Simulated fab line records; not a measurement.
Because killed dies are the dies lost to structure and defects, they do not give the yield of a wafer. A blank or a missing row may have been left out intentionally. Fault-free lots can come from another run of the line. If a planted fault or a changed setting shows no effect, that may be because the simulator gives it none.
Chamber matching	flow sfq line	4 sister chambers for SFQ_TRILAYER_I0_CMP_CMP_028 on cmp-02
The step polishes SiO2. 7 wafers are shown with their chamber, then 9 later ones without.

EACH WAFER AND ITS CHAMBER
wafer	chamber	motor current A (A)	time to endpoint s (s)
L928.5	1	9.8	220
L936.5	2	9.2	212
L939.1	3	11.4	210
L939.4	2	9.4	215
L942.2	3	11.3	214
L942.4	0	10.1	221
L942.6	0	10.1	225

WAFERS WHOSE CHAMBER IS MISSING
wafer	motor current A (A)	time to endpoint s (s)
L945.2	9.7	203
L945.4	11.5	216
L945.6	9.6	211
L946.1	9.5	215
L946.2	9.7	215
L946.5	9.4	209
L947.1	9.2	223
L947.2	9.6	225
L947.5	9.2	238

THE CHAMBER EACH PASSED THROUGH
wafer	from the rows above	in truth
L945.2	can't be placed: 2 or 1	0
L945.4	3	3
L945.6	can't be placed: 2 or 1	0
L946.1	can't be placed: 2 or 1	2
L946.2	1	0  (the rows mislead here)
L946.5	2	2
L947.1	2	2
L947.2	1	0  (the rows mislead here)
L947.5	can't be placed: 2 or 1 or 0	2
3 of 9 placed correctly. These rows do not allow placing 4 (true chamber among the candidates in 2). Placed wrongly: 2.
How it was worked out, from the rows above alone: a wafer's distance from a chamber is the root of the sum, over the readings, of the square of ((its reading less the chamber's mean) divided by the reading's scatter). The wafer belongs to the nearest chamber; if the next one is less than 2 further off, it can't be placed. Each chamber's mean is taken over the wafers shown for it. How the scatter is found: for the shown wafers, subtract from each reading the mean of its chamber, square and add these, divide the total by (wafers less chambers), then take the root.
